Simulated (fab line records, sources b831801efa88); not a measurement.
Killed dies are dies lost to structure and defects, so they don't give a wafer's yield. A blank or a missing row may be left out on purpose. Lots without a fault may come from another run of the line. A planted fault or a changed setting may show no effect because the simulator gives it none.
Which tool did it? | flow sky130 | 11 lots, 33 wafers sampled, at 2 steps of a route of 708

WHAT THE GAUGES READ, wafer by wafer
SKY_VIA3_THK_MEAS_23: measures by xrf.
lot  | measured     | on            | VIA3_W_THK (nm)
L161 | day 38 23:15 | film_metro-03 | 388 395 395
L163 | day 39 18:13 | film_metro-02 | 403 403 401
L164 | day 40 07:50 | film_metro-01 | 382 392 396
L165 | day 40 16:44 | film_metro-01 | 395 396 398
L167 | day 41 02:50 | film_metro-03 | 399 399 404
L169 | day 41 23:06 | film_metro-03 | 391 388 391
L170 | day 42 04:09 | film_metro-03 | 393 392 389
L172 | day 42 19:13 | film_metro-03 | 404 396 393
L174 | day 43 20:30 | film_metro-01 | 395 391 396
L176 | day 44 21:12 | film_metro-02 | 395 391 392
L177 | day 45 05:22 | film_metro-01 | 396 395 394

WHICH TOOL RAN EACH LOT (tool, then ch and the chambers of the sampled wafers, then the start)
lot  | SKY_METAL3_STRIP_19
L161 | plasma_asher-01 ch 0,1, day 37 18:55
L163 | plasma_asher-03 ch 0,1, day 38 14:44
L164 | plasma_asher-03 ch 0,1, day 39 05:36
L165 | plasma_asher-01 ch 0,1, day 39 13:17
L167 | plasma_asher-03 ch 0,1, day 39 23:04
L169 | plasma_asher-02 ch 0,1, day 40 19:29
L170 | plasma_asher-02 ch 0,1, day 41 01:49
L172 | plasma_asher-01 ch 0,1, day 41 16:49
L174 | plasma_asher-03 ch 0,1, day 42 19:40
L176 | plasma_asher-03 ch 0,1, day 43 20:53
L177 | plasma_asher-02 ch 0,1, day 44 05:08
- SKY_METAL3_STRIP_19: strips in O2/N2.

WHAT THE TOOLS THEMSELVES READ (means of the sampled wafers that have a number; where no wafer has one, the mark that the record gives instead)
SKY_METAL3_STRIP_19.
lot  | tool            | drypump_motor_current_A (A) | n2_flow_sccm (sccm) | oes_product_au (a.u.) | strip_time_to_endpoint_s (s)
L161 | plasma_asher-01 | 5.9                         | 301.1               | 0.499                 | 6.48
L163 | plasma_asher-03 | 5.3                         | 300.6               | 0.500                 | 6.60
L164 | plasma_asher-03 | 5.3                         | 300.3               | 0.504                 | 6.53
L165 | plasma_asher-01 | 6.2                         | 300.1               | 0.499                 | 6.42
L167 | plasma_asher-03 | 5.4                         | 299.8               | 0.501                 | 6.51
L169 | plasma_asher-02 | 6.0                         | 301.0               | 0.498                 | 6.47
L170 | plasma_asher-02 | 6.0                         | 299.6               | 0.495                 | 6.34
L172 | plasma_asher-01 | 6.3                         | 300.2               | 0.502                 | 6.54
L174 | plasma_asher-03 | 5.5                         | 300.0               | 0.503                 | 6.58
L176 | plasma_asher-03 | 5.3                         | 299.2               | 0.505                 | 6.51
L177 | plasma_asher-02 | 6.0                         | 301.1               | 0.501                 | 6.56

THE ANSWER, worked out from the rows above alone
Rule: what is usual is taken from the lots themselves. Put in order of their means at a reading, lots are off if they are a third of the lots or fewer, leave a main group of 4 or more, and stand apart from it by a gap of 3 or more times the standard deviation of the main group's means; of several such gaps the widest counts. A main group whose means are all the same, to the digits that the tables above print for the reading, isn't used. A lot without any number at a reading at which 4 lots or more have one is off too. The other lots that the step has rows for count as sound. The gauges are gone through in route order, then the tools' own readings, and for those a lot's mean is taken as printed above. The first step at which some lot is off is used, and at that step the reading that is off furthest; a lot without a number counts as furthest.
No lot is off at any reading shown: from this, nothing can be told.

WHAT THE SIMULATOR HAD PUT IN
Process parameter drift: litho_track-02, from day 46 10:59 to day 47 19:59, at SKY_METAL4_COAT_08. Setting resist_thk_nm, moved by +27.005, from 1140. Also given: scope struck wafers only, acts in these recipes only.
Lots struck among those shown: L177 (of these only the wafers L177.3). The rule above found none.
